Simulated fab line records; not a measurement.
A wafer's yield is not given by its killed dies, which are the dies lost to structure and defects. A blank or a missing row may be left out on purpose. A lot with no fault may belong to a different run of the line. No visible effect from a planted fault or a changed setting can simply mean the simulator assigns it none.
Which tool did it?    flow gf180mcu    13 lots with 39 wafers sampled at 4 steps, on a route of 602 steps

WHAT THE GAUGES SHOWED, per wafer
GF_VT_IMPLANT_RS_MEAS_49: measures by four-point-probe. Usual: MVPSD_RS 1168 ohm/sq, standard deviation 3.4.
lot   measured      on             MVPSD_RS (ohm/sq)  flag
L717  day 7 11:05   film metro-04  1168 1167 1164     
L718  day 7 19:40   film metro-02  1170 1174 1171     
L720  day 8 09:21   film metro-02  1170 1170 1173     
L721  day 8 17:58   film metro-04  1168 1168 1170     
L723  day 9 05:44   film metro-03  1174 1169 1174     
L724  day 9 15:54   film metro-02  1174 1169 1169     
L725  day 9 18:58   film metro-02  1171 1174 1172     
L726  day 9 23:21   film metro-04  1168 1166 1166     
L728  day 10 16:29  film metro-03  1172 1172 1172     
L730  day 11 04:10  film metro-04  1166 1168 1167     
L733  day 12 01:54  film metro-04  1172 1168 1170     
L734  day 12 06:28  film metro-02  1170 1169 1169     
L736  day 12 23:04  film metro-04  1163 1159 1162     

GF_HV_LDD_CD_MEAS_19: the cd target is 400 nm. Usual: cd nm at 400.1 nm, with a standard deviation of 2.1.
lot   measured      on         cd nm (nm)         flag
L717  day 10 15:16  cd sem-01  398.8 400.9 401.2  
L718  day 11 03:19  cd sem-01  400.4 399.4 399.4  
L720  day 11 17:09  cd sem-02  402.0 399.9 398.9  
L721  day 12 05:58  cd sem-01  400.8 398.7 400.5  
L723  day 12 19:30  cd sem-02  405.2 405.4 402.5  
L724  day 13 03:02  cd sem-02  399.2 400.7 397.9  
L725  day 13 09:01  cd sem-02  401.5 402.3 399.2  
L726  day 13 11:40  cd sem-02  400.3 401.3 401.5  
L728  day 14 04:34  cd sem-01  395.6 397.0 394.6  
L730  day 14 19:19  cd sem-01  398.1 397.2 398.0  
L733  day 15 17:43  cd sem-01  402.3 402.1 403.4  
L734  day 16 02:10  cd sem-02  402.3 405.2 401.7  
L736  day 16 17:37  cd sem-02  401.0 399.6 399.0  

TOOL THAT RAN EACH LOT (tool first, then ch and the chambers of the sampled wafers, then the start)
lot   GF_HV_LDD_COAT_02                  GF_HV_LDD_STRIP_10
L717  litho track-03 ch 0, day 9 12:40   plasma asher-02 ch 0,1, day 9 22:11
L718  litho track-02 ch 0, day 10 00:16  plasma asher-02 ch 0,1, day 10 09:04
L720  litho track-02 ch 0, day 10 13:37  plasma asher-02 ch 0,1, day 10 22:42
L721  litho track-04 ch 0, day 11 01:47  plasma asher-01 ch 0,1, day 11 11:27
L723  litho track-04 ch 0, day 11 15:00  plasma asher-01 ch 0,1, day 12 00:42
L724  litho track-04 ch 0, day 11 22:00  plasma asher-02 ch 0,1, day 12 07:59
L725  litho track-02 ch 0, day 12 02:13  plasma asher-01 ch 0,1, day 12 12:31
L726  litho track-04 ch 0, day 12 05:54  plasma asher-02 ch 0,1, day 12 16:08
L728  litho track-02 ch 0, day 12 22:02  plasma asher-02 ch 0,1, day 13 08:16
L730  litho track-03 ch 0, day 13 12:02  plasma asher-02 ch 0,1, day 13 22:53
L733  litho track-03 ch 0, day 14 10:38  plasma asher-02 ch 0,1, day 14 21:07
L734  litho track-03 ch 0, day 14 17:38  plasma asher-04 ch 0,1, day 15 04:36
L736  litho track-03 ch 0, day 15 07:47  plasma asher-04 ch 0,1, day 15 19:02
- GF_HV_LDD_COAT_02: resist thk 1000 nm.
- GF_HV_LDD_STRIP_10: strips in O2/N2.

WHAT THE TOOLS THEMSELVES READ (means of the sampled wafers that have a number; where no wafer has one, the mark that the record gives instead)
GF_HV_LDD_COAT_02. Usual: spin speed rpm at 3000.1 rpm, with a standard deviation of 2.
lot   tool            spin speed rpm (rpm)  flag
L717  litho track-03  2998.9                
L718  litho track-02  3001.4                
L720  litho track-02  2999.8                
L721  litho track-04  2999.1                
L723  litho track-04  3000.9                
L724  litho track-04  3000.8                
L725  litho track-02  3001.9                
L726  litho track-04  2999.2                
L728  litho track-02  2996.6                
L730  litho track-03  2999.8                
L733  litho track-03  3148.3                OFF
L734  litho track-03  3151.0                OFF
L736  litho track-03  3150.7                OFF

GF_HV_LDD_STRIP_10. Usual: drypump motor current A 5.8 A, standard deviation 0.44; heater power w 301 W, standard deviation 38; oes product au 0.716 a.u., standard deviation 0.0042; platen temp c 250.02 C, standard deviation 0.16; strip time to endpoint s 12.64 s, standard deviation 0.036.
lot   tool             drypump motor current A (A)  heater power w (W)  oes product au (a.u.)  platen temp c (C)  strip time to endpoint s (s)  flag
L717  plasma asher-02  5.9                          307                 0.714                  249.88             12.64                         
L718  plasma asher-02  6.2                          304                 0.719                  250.05             12.59                         
L720  plasma asher-02  5.9                          310                 0.714                  250.06             12.62                         
L721  plasma asher-01  5.8                          287                 0.716                  250.16             12.65                         
L723  plasma asher-01  5.7                          319                 0.718                  249.84             12.67                         
L724  plasma asher-02  6.2                          297                 0.718                  249.96             12.65                         
L725  plasma asher-01  5.7                          288                 0.717                  249.98             12.55                         
L726  plasma asher-02  5.9                          312                 0.716                  250.19             12.67                         
L728  plasma asher-02  6.1                          296                 0.720                  250.02             12.61                         
L730  plasma asher-02  5.9                          307                 0.718                  249.96             12.61                         
L733  plasma asher-02  5.9                          312                 0.715                  250.20             12.36                         OFF
L734  plasma asher-04  5.3                          301                 0.716                  249.86             12.36                         OFF
L736  plasma asher-04  5.6                          277                 0.714                  250.03             12.41                         OFF

THE ANSWER, worked out from the rows above alone
Rule: a lot counts as off when the mean over its wafers that have a number is more than 3 standard deviations away from the usual mean. A lot without any number at a reading at which 4 lots or more have one is off too. The other lots that the step has rows for count as sound. Order of review: gauges by route order, followed by the tools' own readings, for which a lot's mean as printed above is used. At the first step where some lot is off, the reading lying furthest off is the one used; lots without a number count as furthest.
Off: L733, L734, L736 (GF_HV_LDD_COAT_02, spin speed rpm).
If a tool, at that step or one of the process steps before it, ran each lot that is off and ran no sound lot following the first of them, it fits. One fits: GF_HV_LDD_COAT_02 on litho track-03. Its last sound lot is L730 (day 13 12:02), its first lot that is off L733 (day 14 10:38): a fault that began between those two fits.
The tool's own readings at GF_HV_LDD_COAT_02 bear it out: on the lots that are off they differ by more than 5 times the standard deviation of the sound lots' means. spin speed rpm reads 3150.0 rpm there against 2999.8 rpm on the sound lots.

WHAT THE SIMULATOR PUT IN
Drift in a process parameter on litho track-03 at GF_HV_LDD_COAT_02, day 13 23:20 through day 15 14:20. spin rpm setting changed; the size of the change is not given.
Struck lots among those shown: L733, L734, L736. This agrees with what the rule above found.
